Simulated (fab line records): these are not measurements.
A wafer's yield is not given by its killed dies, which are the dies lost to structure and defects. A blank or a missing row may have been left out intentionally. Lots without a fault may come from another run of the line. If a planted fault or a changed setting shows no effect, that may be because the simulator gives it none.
Which of the tools did it?    flow sky130    11 lots, 33 wafers sampled, at 6 steps of a route of 708

== WHAT EACH GAUGE READ, for each wafer ==
SKY_LI_CONTACT_THK_MEAS_01. Usual: for LI_CONTACT_HDPCVD_THK the level is 924 nm and the standard deviation is 16.
lot   measured      on             LI_CONTACT_HDPCVD_THK (nm)  flag
L877  day 28 14:43  film metro-02  934 914 918                 
L876  day 28 21:57  film metro-02  960 945 937                 
L878  day 29 17:47  film metro-03  954 962 915                 
L879  day 29 18:04  film metro-03  922 904 908                 
L881  day 30 00:38  film metro-03  933 926 899                 
L882  day 32 18:47  film metro-04  1480 942 913 1481 941 914   OFF
L892  day 33 03:33  film metro-04  930 925 920                 
L896  day 34 06:04  film metro-02  909 920 919                 
L897  day 34 14:28  film metro-02  897 907 909                 
L898  day 35 02:34  film metro-04  921 928 923                 
L899  day 35 06:22  film metro-03  911 916 911                 

SKY_LI_CONTACT_BOW_MEAS_03. Usual: for LI_CONTACT_BOW the level is 54 um and the standard deviation is 7.2.
lot   measured      on             LI_CONTACT_BOW (um)  flag
L877  day 28 15:05  film metro-03  62 54 62             
L876  day 28 22:19  film metro-02  58 54 57             
L878  day 29 18:09  film metro-02  44 57 58             
L879  day 29 18:25  film metro-03  39 43 43             
L881  day 30 01:00  film metro-04  62 54 57             
L882  day 32 21:40  film metro-04  67 53 53             
L892  day 33 04:09  film metro-04  54 64 53             
L896  day 34 06:27  film metro-04  48 60 56             
L897  day 34 14:50  film metro-04  52 51 51             
L898  day 35 02:57  film metro-04  52 45 31             
L899  day 35 06:44  film metro-04  51 50 48             

SKY_LI_CONTACT_RS_MEAS_22: uses a four-point probe to measure. Usual: for LI_CONTACT_W_RS the level is 0.2853 ohm/sq and the standard deviation is 0.0028.
lot   measured      on             LI_CONTACT_W_RS (ohm/sq)  flag
L877  day 29 20:37  film metro-03  0.2861 0.2896 0.2849      
L876  day 30 02:47  film metro-02  0.2875 0.2853 0.2876      
L878  day 30 22:49  film metro-02  0.2796 0.2823 0.2902      
L879  day 30 23:28  film metro-04  0.2825 0.2882 0.2817      
L881  day 31 05:45  film metro-02  0.2824 0.2851 0.2870      
L882  day 33 22:23  film metro-04  0.2866 0.2859 0.2849      
L892  day 34 06:15  film metro-03  0.2819 0.2825 0.2832      
L896  day 35 10:00  film metro-04  0.2880 0.2885 0.2931      
L897  day 35 18:02  film metro-04  0.2886 0.2874 0.2964      
L898  day 36 05:42  film metro-02  0.2842 0.2865 0.2818      
L899  day 36 09:27  film metro-03  0.2857 0.2846 0.2860      

== EACH LOT AND THE TOOL THAT RAN IT (in order: tool; ch and the chambers of the sampled wafers; start) ==
lot   SKY_LI_CONTACT_HDPCVD_00          SKY_LI_CONTACT_CMP_02          SKY_LI_CONTACT_CVD_21
L877  hdpcvd-02 ch 0,1,2, day 28 14:37  cmp-01 ch 0,2,3, day 28 14:47  cvd w-01 ch 0,1, day 29 20:30
L876  hdpcvd-01 ch 1,2, day 28 21:50    cmp-01 ch 0,1,2, day 28 22:06  cvd w-02 ch 0,1, day 30 02:38
L878  hdpcvd-01 ch 0,1, day 29 17:41    cmp-01 ch 1,2, day 29 17:51    cvd w-02 ch 0,1, day 30 22:42
L879  hdpcvd-02 ch 0,1, day 29 17:55    cmp-02 ch 1,2,3, day 29 18:07  cvd w-01 ch 0,1, day 30 23:20
L881  hdpcvd-02 ch 1,2, day 30 00:31    cmp-02 ch 2,3, day 30 00:41    cvd w-01 ch 0, day 31 05:37
L882  hdpcvd-01 ch 0,1,2, day 32 18:43  cmp-01 ch 1,2, day 32 21:17    cvd w-02 ch 0,1, day 33 22:14
L892  hdpcvd-02 ch 0, day 33 03:23      cmp-01 ch 0,1, day 33 03:50    cvd w-01 ch 0,1, day 34 06:07
L896  hdpcvd-02 ch 0,2, day 34 05:57    cmp-02 ch 0,3, day 34 06:10    cvd w-01 ch 0,1, day 35 09:53
L897  hdpcvd-02 ch 1,2, day 34 14:22    cmp-02 ch 0,1, day 34 14:35    cvd w-01 ch 1, day 35 17:55
L898  hdpcvd-02 ch 0,1,2, day 35 02:28  cmp-02 ch 0,1,3, day 35 02:41  cvd w-02 ch 0,1, day 36 05:34
L899  hdpcvd-02 ch 0,1,2, day 35 06:16  cmp-02 ch 2,3, day 35 06:25    cvd w-01 ch 0,1, day 36 09:18
- SKY_LI_CONTACT_HDPCVD_00: deposits PSG, target thk 930 nm, time 155 s.
- SKY_LI_CONTACT_CMP_02: polishes PSG.
- SKY_LI_CONTACT_CVD_21: deposits W, target thk 400 nm, time 120.56 s.

== AS READ BY THE TOOLS THEMSELVES (means over the sampled wafers that have a number; for cases with no such wafer, the mark the record gives instead) ==
SKY_LI_CONTACT_HDPCVD_00. Usual: run length s 182.9 s, standard deviation 0.42.
lot   tool       run length s (s)  flag
L877  hdpcvd-02  182.9             
L876  hdpcvd-01  183.0             
L878  hdpcvd-01  183.1             
L879  hdpcvd-02  182.8             
L881  hdpcvd-02  182.4             
L882  hdpcvd-01  214.1             OFF
L892  hdpcvd-02  183.0             
L896  hdpcvd-02  182.7             
L897  hdpcvd-02  182.3             
L898  hdpcvd-02  182.7             
L899  hdpcvd-02  182.9             

SKY_LI_CONTACT_CMP_02. Usual: edge zone pressure frac 1.000, standard deviation 0.0054; motor current A 11.5 A, standard deviation 1.1; time to endpoint s 32 s, standard deviation 4.3.
lot   tool    edge zone pressure frac  motor current A (A)  time to endpoint s (s)  flag
L877  cmp-01  1.001                    11.6                 33                      
L876  cmp-01  1.003                    11.9                 31                      
L878  cmp-01  0.999                    12.2                 31                      
L879  cmp-02  1.000                    11.4                 33                      
L881  cmp-02  1.002                    10.4                 36                      
L882  cmp-01  1.001                    12.1                 47                      OFF
L892  cmp-01  0.998                    11.6                 35                      
L896  cmp-02  0.995                    10.1                 31                      
L897  cmp-02  0.996                    11.4                 32                      
L898  cmp-02  1.001                    10.7                 29                      
L899  cmp-02  0.993                    11.0                 32                      

SKY_LI_CONTACT_CVD_21. Usual: chamber pressure Torr 39.98 Torr, standard deviation 0.092; heater power w 868 W, standard deviation 71.
lot   tool      chamber pressure Torr (Torr)  heater power w (W)  flag
L877  cvd w-01  39.87                         840                 
L876  cvd w-02  39.98                         867                 
L878  cvd w-02  39.99                         851                 
L879  cvd w-01  39.94                         847                 
L881  cvd w-01  40.06                         784                 
L882  cvd w-02  40.00                         849                 
L892  cvd w-01  40.00                         858                 
L896  cvd w-01  39.92                         920                 
L897  cvd w-01  39.97                         964                 
L898  cvd w-02  39.97                         874                 
L899  cvd w-01  39.99                         930                 

== THE ANSWER, worked out from the rows above alone ==
Rule: a lot counts as off when the mean over its wafers that have a number is more than 3 standard deviations away from the usual mean. A lot without any number at a reading at which 4 lots or more have one is off too. All remaining lots with rows at the step are treated as sound. The gauges are gone through in route order, then the tools' own readings, and for those a lot's mean is taken as printed above. The first step at which some lot is off is used, and at that step the reading that is off furthest; a lot without a number counts as furthest.
Off: L882, at SKY_LI_CONTACT_THK_MEAS_01 (LI_CONTACT_HDPCVD_THK).
If a tool, at a process step before that reading, ran all the lots that are off and no sound lot after the first of them, it fits. Not tried: the gauges at SKY_LI_CONTACT_THK_MEAS_01; whatever is off there is also off at SKY_LI_CONTACT_HDPCVD_00, on other tools, and gauge error can't account for it. One candidate fits, namely hdpcvd-01 at SKY_LI_CONTACT_HDPCVD_00. Its last sound lot is L878 (day 29 17:41), its first lot that is off L882 (day 32 18:43): a fault that began between those two fits.
The tool's own readings at SKY_LI_CONTACT_HDPCVD_00 bear it out: on the lots that are off they differ by more than 5 times the standard deviation of the sound lots' means. run length s reads 214.1 s there against 182.8 s on the sound lots.

== WHAT THE SIMULATOR HAD PUT IN ==
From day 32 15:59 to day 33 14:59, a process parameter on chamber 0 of hdpcvd-01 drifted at SKY_LI_CONTACT_HDPCVD_00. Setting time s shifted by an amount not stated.
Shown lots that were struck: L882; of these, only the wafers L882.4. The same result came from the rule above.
